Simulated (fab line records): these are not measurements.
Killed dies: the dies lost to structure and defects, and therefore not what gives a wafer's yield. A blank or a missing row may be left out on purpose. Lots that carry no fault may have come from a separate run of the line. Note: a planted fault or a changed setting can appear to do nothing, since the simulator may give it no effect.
fab line records	flow sky130
record: lots: 9	wafers: 27	last_day: 50
route steps=708 shown METAL3@569 METAL4@599 CAP2M@603 PAD_OPEN@708
lots untouched by any fault: they come from a run of this same line in which no faults occurred
start_h: hours from the record's first day to the start of the lot's first wafer shown	wait_h: hours from the lot's prior step to this one	" same as the row above	L1.1+2: one row covering several wafers at once	- value missing, or start not given	* or withheld: withheld	< > ~ a bound
route shown NAME@n: names a module that has steps shown in the file, with the first one's number in the route	usual: mean/standard deviation taken from wafers without a fault	same: alike in all rows	chamber/n: place in a boat	sites: per-site readings	_std_site: how widely they spread, as a standard deviation	_edge_site: inner sites' mean taken away from outer sites' mean	radius_mm: how far each site lies from the wafer's centre	mask NAME#n: copy n	behind: the tool/chamber that last shaped the wafer	hold: why the lot went on hold/how many hours it stayed there/how the hold came to an end	device: names the non-switching transistor (n, p or np)	end of line: tests run on the same wafers once the route is complete	step lacking rows: just its recipe	killed: count of dies lost to structure and defects at first sort (not the wafer's yield)	map: shows each die of a wafer: x if killed, . if not, _ if none is there
set.NAME: the setting as run; set.NAME@STEP: as run at that earlier step	model.NAME: the simulator's own value behind a step, which no gauge read
the route's steps for a sample of lots (tables are steps, rows are wafers)
services: when a tool's chamber went out of use (start_h, in hours from the record's first day, below 0 if earlier), for how many hours, and the reason
== steps ==
step: SKY_METAL3_STRIP_19
recipe: chemistry: O2/N2	power_w: 1400	pressure_mtorr: 1500	platen_temp_c: withheld	o2_flow_sccm: 3000	n2_flow_sccm: 300	overash_fraction: 0.5
usual: drypump_motor_current_A: 5.73/0.28	oes_product_au: 0.502/0.0065	strip_time_to_endpoint_s: 6.54/0.12
lot.wafer	tool	chamber	start_h	wait_h	drypump_motor_current_A	oes_product_au	rf_hours_counter_h	strip_time_to_endpoint_s
L918.1	plasma_asher-04	0	944.55	0.1	5.59	0.502	20	6.63
L918.2	"	1	"	"	6.00	0.500	20	6.42
L918.3	"	0	"	"	5.59	0.500	-	6.43
L921.2	plasma_asher-01	0	945.46	0.1	5.84	0.509	52	6.68
L921.3	"	0	"	"	5.84	0.515	-	6.76
L921.5	"	1	"	"	5.71	0.501	-	6.63
L924.1	plasma_asher-03	1	946.29	0.1	5.25	0.504	80	6.46
L924.2	"	0	"	"	6.01	0.511	80	6.62
L924.6	"	1	"	"	5.29	0.512	-	6.65
L926.1	plasma_asher-01	0	966.41	0.1	5.85	0.508	54	6.60
L926.4	"	1	"	"	5.71	0.503	-	6.60
L926.6	"	0	"	"	5.84	0.499	-	6.38
L928.1	plasma_asher-03	1	993.33	0.3	5.28	0.493	84	6.33
L928.5	"	0	"	"	6.04	0.483	-	6.30
L928.6	"	1	"	"	5.29	0.494	-	6.35
L927.1	plasma_asher-03	0	993.95	0.1	6.00	0.502	84	6.51
L927.2	"	1	"	"	5.27	0.494	84	6.43
L927.6	"	0	"	"	6.02	0.496	-	6.40
L931.1	plasma_asher-04	0	1018.38	0.1	5.59	0.499	26	6.37
L931.3	"	0	"	"	5.57	0.498	-	6.55
L931.5	"	1	"	"	6.00	0.502	-	6.60
L937.2	plasma_asher-03	1	1049.43	0.2	5.27	0.498	90	6.54
L937.4	"	1	"	"	5.28	0.493	-	6.47
L937.5	"	1	"	"	5.28	0.495	-	6.49
L940.2	plasma_asher-04	0	1049.61	0.1	5.59	0.504	30	6.65
L940.4	"	1	"	"	6.00	0.510	-	6.68
L940.6	"	1	"	"	6.01	0.490	-	6.36
step: SKY_METAL4_SPUTTER_01
recipe: material: TiN	target_thk_nm: 20	power_w: 6500	time_s: 16.7	chamber_pressure_pa: 0.4
usual: throttle_valve_pct: 29.7/1
lot.wafer	tool	chamber	start_h	wait_h	throttle_valve_pct
L918.1	pvd_sputter-04	-	971.43	0.0	28.8
L918.2	"	-	"	"	28.8
L918.3	"	-	"	"	30.5
L921.2	pvd_sputter-04	-	972.74	0.0	28.9
L921.3	"	-	"	"	30.4
L921.5	"	-	"	"	30.3
L924.1	pvd_sputter-01	-	973.80	0.0	29.2
L924.2	"	-	"	"	28.5
L924.6	"	-	"	"	28.6
L926.1	pvd_sputter-01	-	992.91	0.0	28.7
L926.4	"	-	"	"	29.2
L926.6	"	-	"	"	29.3
L928.1	pvd_sputter-04	-	1019.75	0.0	30.0
L928.5	"	-	"	"	30.5
L928.6	"	-	"	"	28.7
L927.1	pvd_sputter-03	-	1020.77	0.0	31.1
L927.2	"	-	"	"	30.7
L927.6	"	-	"	"	30.5
L931.1	pvd_sputter-03	-	1043.79	0.0	30.5
L931.3	"	-	"	"	31.1
L931.5	"	-	"	"	30.6
L940.2	pvd_sputter-03	-	1074.51	0.0	28.4
L940.4	"	-	"	"	29.6
L940.6	"	-	"	"	29.5
L937.2	pvd_sputter-04	-	1074.64	0.0	32.0
L937.4	"	-	"	"	28.9
L937.5	"	-	"	"	28.9
step: SKY_CAP2M_CVD_00
recipe: material: SiO2	target_thk_nm: 15.5	temp_c: 400	time_s: withheld	rf_w: 450
usual: heater_power_w: 733/62	susceptor_temp_C: 399.98/0.25
lot.wafer	tool	chamber	start_h	wait_h	heater_power_w	susceptor_temp_C
L918.1	pecvd-02	2	971.56	0.0	681	399.64
L918.2	"	1	"	"	636	400.10
L918.3	"	2	"	"	707	399.61
L921.2	pecvd-02	1	972.87	0.0	652	399.85
L921.3	"	2	"	"	779	399.71
L921.5	"	1	"	"	667	399.83
L924.1	pecvd-04	0	973.93	0.0	773	399.88
L924.2	"	1	"	"	708	400.54
L924.6	"	2	"	"	805	400.21
L926.1	pecvd-01	1	993.04	0.0	675	400.22
L926.4	"	2	"	"	729	400.28
L926.6	"	0	"	"	848	400.02
L928.1	pecvd-04	2	1019.89	0.0	820	400.17
L928.5	"	2	"	"	778	399.97
L928.6	"	1	"	"	723	399.38
L927.1	pecvd-01	1	1020.90	0.0	678	400.20
L927.2	"	2	"	"	657	400.40
L927.6	"	0	"	"	760	399.84
L931.1	pecvd-04	1	1043.92	0.0	667	400.09
L931.3	"	0	"	"	849	400.05
L931.5	"	0	"	"	883	399.93
L940.2	pecvd-01	2	1074.64	0.0	663	399.75
L940.4	"	0	"	"	823	400.03
L940.6	"	2	"	"	681	399.61
L937.2	pecvd-02	2	1074.77	0.0	740	399.92
L937.4	"	0	"	"	781	399.83
L937.5	"	2	"	"	722	399.81
step: SKY_CAP2M_SPUTTER_02
recipe: material: TiN	target_thk_nm: 200	temp_c: 300	power_w: 6500	time_s: 166.7	chamber_pressure_pa: 0.4
usual: susceptor_temp_C: 299.98/0.2	throttle_valve_pct: 30.1/1.1
lot.wafer	tool	chamber	start_h	wait_h	susceptor_temp_C	throttle_valve_pct
L918.1	pvd_sputter-04	-	971.65	0.1	299.89	28.7
L918.2	"	-	"	"	299.47	28.7
L918.3	"	-	"	"	299.90	31.9
L921.2	pvd_sputter-02	-	972.95	0.0	300.17	29.8
L921.3	"	-	"	"	299.81	31.3
L921.5	"	-	"	"	300.12	31.6
L924.1	pvd_sputter-02	-	974.01	0.1	299.99	31.4
L924.2	"	-	"	"	299.81	30.1
L924.6	"	-	"	"	299.76	29.8
L926.1	pvd_sputter-04	-	993.12	0.1	300.09	30.2
L926.4	"	-	"	"	299.96	32.2
L926.6	"	-	"	"	299.92	30.2
L928.1	pvd_sputter-02	-	1019.98	0.1	299.59	29.8
L928.5	"	-	"	"	300.19	29.2
L928.6	"	-	"	"	300.29	31.2
L927.1	pvd_sputter-04	-	1020.98	0.1	-	28.9
L927.2	"	-	"	"	-	32.0
L927.6	"	-	"	"	-	31.8
L931.1	pvd_sputter-04	-	1044.00	0.1	-	28.8
L931.3	"	-	"	"	-	30.4
L931.5	"	-	"	"	-	31.9
L940.2	pvd_sputter-02	-	1074.72	0.0	300.20	31.2
L940.4	"	-	"	"	299.51	31.4
L940.6	"	-	"	"	299.76	29.9
L937.2	pvd_sputter-03	-	1074.85	0.0	299.86	31.3
L937.4	"	-	"	"	300.23	30.7
L937.5	"	-	"	"	300.40	30.4
step: SKY_CAP2M_RS_MEAS_03
recipe: thk_meas_gauge: four-point-probe	reads: TiN_of_CAP2M_SPUTTER_02
usual: CAP2M_TIN_RS: 6.92/0.064
lot.wafer	tool	chamber	start_h	wait_h	CAP2M_TIN_RS[ohm/sq]
L918.1	film_metro-03	-	971.76	0.1	6.96
L918.2	"	-	"	"	6.95
L918.3	"	-	"	"	6.94
L921.2	film_metro-03	-	973.08	0.1	6.94
L921.3	"	-	"	"	6.82
L921.5	"	-	"	"	6.85
L924.1	film_metro-04	-	974.12	0.1	6.97
L924.2	"	-	"	"	6.97
L924.6	"	-	"	"	6.96
L926.1	film_metro-04	-	993.23	0.1	6.91
L926.4	"	-	"	"	6.92
L926.6	"	-	"	"	6.93
L928.1	film_metro-04	-	1020.09	0.1	6.95
L928.5	"	-	"	"	7.00
L928.6	"	-	"	"	6.94
L927.1	film_metro-02	-	1021.09	0.1	8.36
L927.2	"	-	"	"	8.24
L927.6	"	-	"	"	8.29
L931.1	film_metro-02	-	1044.11	0.1	8.36
L931.3	"	-	"	"	8.25
L931.5	"	-	"	"	8.25
L940.2	film_metro-02	-	1074.85	0.1	6.94
L940.4	"	-	"	"	6.83
L940.6	"	-	"	"	6.88
L937.2	film_metro-04	-	1074.98	0.1	7.03
L937.4	"	-	"	"	6.88
L937.5	"	-	"	"	6.88
step: SKY_CAP2M_THK_MEAS_04
recipe: thk_meas_gauge: xrf	reads: TiN_of_CAP2M_SPUTTER_02
usual: CAP2M_TIN_THK: 201.6/2
lot.wafer	tool	chamber	start_h	wait_h	CAP2M_TIN_THK[nm]
L918.1	film_metro-03	-	971.88	0.1	200.8
L918.2	"	-	"	"	200.3
L918.3	"	-	"	"	202.4
L921.2	film_metro-03	-	973.19	0.1	200.6
L921.3	"	-	"	"	205.0
L921.5	"	-	"	"	203.7
L924.1	film_metro-04	-	974.24	0.1	198.6
L924.2	"	-	"	"	199.1
L924.6	"	-	"	"	198.5
L926.1	film_metro-04	-	993.35	0.1	200.8
L926.4	"	-	"	"	198.9
L926.6	"	-	"	"	198.9
L928.1	film_metro-04	-	1020.21	0.1	199.8
L928.5	"	-	"	"	197.9
L928.6	"	-	"	"	198.5
L927.1	film_metro-02	-	1021.21	0.1	167.5
L927.2	"	-	"	"	169.0
L927.6	"	-	"	"	169.1
L931.1	film_metro-02	-	1044.23	0.1	168.5
L931.3	"	-	"	"	169.3
L931.5	"	-	"	"	169.7
L940.2	film_metro-02	-	1074.96	0.1	201.8
L940.4	"	-	"	"	205.5
L940.6	"	-	"	"	204.4
L937.2	film_metro-04	-	1075.09	0.1	198.4
L937.4	"	-	"	"	202.1
L937.5	"	-	"	"	202.5
step: SKY_CAP2M_METAL_ETCH_13
recipe: target_depth_nm: 220	stop_on: SiO2	chemistry: Cl2/BCl3	target: TiN	pressure_mtorr: 10	icp_w: 900	bias_w: 48.5	Cl2_flow_sccm: 60	bcl3_flow_sccm: 30	time_s: 62.9
usual: bcl3_flow_sccm: 30.00/0.086	drypump_motor_current_A: 5.95/0.23	oes_product_au: 0.941/0.0069	throttle_valve_pct: 21.902/0.0097
lot.wafer	tool	chamber	start_h	wait_h	bcl3_flow_sccm	drypump_motor_current_A	oes_product_au	rf_hours_counter_h	throttle_valve_pct
L918.1	rie_metal-03	0	995.40	0.0	29.96	5.52	0.938	19	21.900
L918.2	"	1	"	"	30.06	5.98	0.942	20	21.891
L918.3	"	1	"	"	30.04	5.97	0.942	-	21.913
L921.2	rie_metal-02	0	996.51	0.0	29.91	5.86	0.937	11	21.906
L921.3	"	1	"	"	30.01	6.05	0.949	-	21.891
L921.5	"	0	"	"	29.94	5.86	0.951	-	21.899
L924.1	rie_metal-03	1	997.61	0.0	30.07	5.98	0.937	20	21.902
L924.2	"	0	"	"	29.87	5.49	0.937	20	21.902
L924.6	"	1	"	"	30.03	5.97	0.932	-	21.933
L926.1	rie_metal-02	1	1017.11	0.0	30.06	6.08	0.937	16	21.898
L926.4	"	1	"	"	29.97	6.07	0.933	-	21.905
L926.6	"	1	"	"	29.89	6.10	0.943	-	21.909
L928.1	rie_metal-03	1	1042.12	0.0	30.03	5.97	0.935	23	21.912
L928.5	"	0	"	"	30.02	5.50	0.932	-	21.907
L928.6	"	1	"	"	29.88	5.97	0.934	-	21.885
L927.1	rie_metal-01	1	1042.81	0.0	29.97	5.95	0.841	5	21.945
L927.2	"	0	"	"	30.11	6.28	0.849	20	21.954
L927.6	"	1	"	"	30.05	5.95	0.843	-	21.946
L931.1	rie_metal-01	1	1066.26	0.0	30.09	5.97	0.845	7	21.962
L931.3	"	1	"	"	29.99	5.97	0.853	-	21.976
L931.5	"	0	"	"	29.89	6.27	0.858	-	21.945
L940.2	rie_metal-02	1	1095.75	0.0	29.97	6.06	0.943	22	21.899
L940.4	"	0	"	"	30.01	5.86	0.943	-	21.893
L940.6	"	0	"	"	30.11	5.85	0.954	-	21.913
L937.2	rie_metal-01	1	1096.11	0.0	29.88	5.94	0.933	9	21.930
L937.4	"	1	"	"	29.93	5.95	0.942	-	21.905
L937.5	"	0	"	"	30.07	6.24	0.938	-	21.911
step: SKY_PAD_OPEN_PROBE_99
usual: defect_limited_yield: 83.0/1.8	killed_at_M0_to_M3: 42/6.6	killed_at_M4_up: 3.0/1.7	killed_at_contacts: 24/5.3	killed_at_front_end: 15/4.5	killed_at_other: 0.2/0.49	killed_dies: 83/9	killed_open: 45/6.9	killed_short: 38/5.8	sort_bin_3_pad_short: 0.8/0.4	sort_bin_5_function: 10.0/1.5	sort_bin_6_memory: 6.1/1.1	sort_n_pass: 409/9	sort_yield_pct: 83.0/1.8
same: gross_dies: 492	killed_at_back_side: 0	sort_bin_4_leakage[%]: 0	sort_bin_8_speed[%]: 0
lot.wafer	tool	chamber	start_h	wait_h	defect_limited_yield[%]	killed_at_M0_to_M3	killed_at_M4_up	killed_at_contacts	killed_at_front_end	killed_at_other	killed_dies	killed_open	killed_short	sort_bin_3_pad_short[%]	sort_bin_5_function[%]	sort_bin_6_memory[%]	sort_n_pass	sort_yield_pct[%]
L924.1	prober-01	-	1117.76	0.1	81.5	41	4	33	13	0	91	52	39	1.4	8.9	8.1	401	81.5
L924.2	prober-01	-	1117.81	0.1	84.3	32	1	28	16	0	77	35	42	0.8	9.1	5.7	415	84.3
L924.6	prober-01	-	1118.01	0.2	83.7	39	1	27	13	0	80	50	30	0.8	7.5	7.9	412	83.7
L928.1	prober-02	-	1151.61	0.1	81.7	40	1	26	22	1	90	47	42	0.6	10.8	6.9	402	81.7
L928.5	prober-02	-	1151.81	0.2	82.7	35	5	28	17	0	85	48	37	0.8	11.2	5.3	407	82.7
L928.6	prober-02	-	1151.86	0.2	82.5	47	2	17	19	1	86	42	43	1.2	9.8	6.5	406	82.5
killed by level:class
L924.1 CONTACT:geometric_particle:open=12 VIA1:geometric_particle:open=10 CONTACT:geometric_particle:short=9 LI_CONTACT:geometric_particle:open=7 METAL1:geometric_particle:short=7 METAL2:geometric_particle:short=6 VIA2:geometric_particle:open=5 FIELD_ISO:geometric_particle:open=4
L924.2 CONTACT:geometric_particle:open=10 VIA1:geometric_particle:open=9 FIELD_ISO:geometric_particle:short=7 CONTACT:geometric_particle:short=7 LI_CONTACT:geometric_particle:open=5 METAL1:geometric_particle:short=5 METAL2:geometric_particle:short=5 POLY_GATE:geometric_particle:short=4
L924.6 CONTACT:geometric_particle:open=16 VIA1:geometric_particle:open=9 METAL2:geometric_particle:short=7 VIA3:geometric_particle:open=5 POLY_GATE:geometric_particle:open=4 LI_CONTACT:geometric_particle:open=4 VIA1:geometric_particle:short=4 VIA2:geometric_particle:open=4
L928.1 CONTACT:geometric_particle:open=14 VIA1:geometric_particle:open=13 POLY_GATE:geometric_particle:short=6 CONTACT:geometric_particle:short=6 POLY_GATE:geometric_particle:open=5 METAL2:geometric_particle:short=5 VIA1:geometric_particle:short=5 FIELD_ISO:geometric_particle:short=4
L928.5 CONTACT:geometric_particle:open=14 LI_CONTACT:geometric_particle:open=8 VIA2:geometric_particle:open=8 POLY_GATE:geometric_particle:open=7 VIA1:geometric_particle:short=6 FIELD_ISO:geometric_particle:open=5 METAL1:geometric_particle:short=5 METAL2:geometric_particle:short=5
L928.6 VIA1:geometric_particle:open=9 CONTACT:geometric_particle:open=8 VIA3:geometric_particle:open=8 METAL2:geometric_particle:short=6 FIELD_ISO:geometric_particle:short=5 VIA1:geometric_particle:short=5 POLY_GATE:geometric_particle:short=4 METAL1:geometric_particle:short=4
== services ==
tool	chamber	start_h	hours	kind
pvd_sputter-02	0	939.23	-	consumable_replace:kit
pecvd-04	1	942.18	1.8	repair
plasma_asher-03	-	949.01	3.4	repair
pecvd-04	1	950.49	5.6	repair
pecvd-02	1	951.73	5.1	repair
pecvd-04	-	955.74	5.5	pm
pvd_sputter-03	-	962.79	1.5	repair
pvd_sputter-03	-	968.51	6.8	repair
plasma_asher-04	-	995.02	4.6	repair
plasma_asher-04	-	997.23	2.9	repair
pecvd-02	-	1000.55	2.8	pm
pecvd-04	0	1004.22	19.0	repair
pvd_sputter-04	-	1004.57	4.8	repair
plasma_asher-04	-	1012.32	2.8	pm
pecvd-01	2	1013.39	4.8	repair
pvd_sputter-04	0	1025.99	-	consumable_replace:kit
pvd_sputter-04	0	1025.99	18.0	scheduled_down
pvd_sputter-04	0	1025.99	18.0	vent_cycle
pecvd-01	-	1037.33	0.9	repair
pecvd-01	-	1062.72	1.1	repair
pecvd-04	-	1092.02	2.8	pm
pvd_sputter-04	3	1095.77	-	consumable_replace:kit
pvd_sputter-04	3	1095.77	18.0	scheduled_down
pvd_sputter-04	3	1095.77	18.0	vent_cycle
== key ==
first_sign: step: SKY_CAP2M_RS_MEAS_03	reading: CAP2M_TIN_RS	direction: up	sigmas: 21	usual: 6.92	struck: 8.29
effect: step: SKY_CAP2M_THK_MEAS_04	reading: CAP2M_TIN_THK	direction: down	sigmas: 16	usual: 201.6	struck: 168.8
effect: step: SKY_CAP2M_METAL_ETCH_13	reading: oes_product_au	direction: down	sigmas: 13	usual: 0.941	struck: 0.848
met_at SKY_CAP2M_SPUTTER_02
struck_lots L927,L931
not_acting_at SKY_METAL3_STRIP_19,SKY_METAL4_SPUTTER_01,SKY_CAP2M_CVD_00
onset_between 993.12 1020.98
fault: kind: process_parameter_drift	tool: pvd_sputter-04	chamber: -	onset_h: 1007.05	steps: SKY_CAP2M_SPUTTER_02	channel: time_s	offset: *	shape: step	end_h: 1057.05	acts_in: *	stated: *
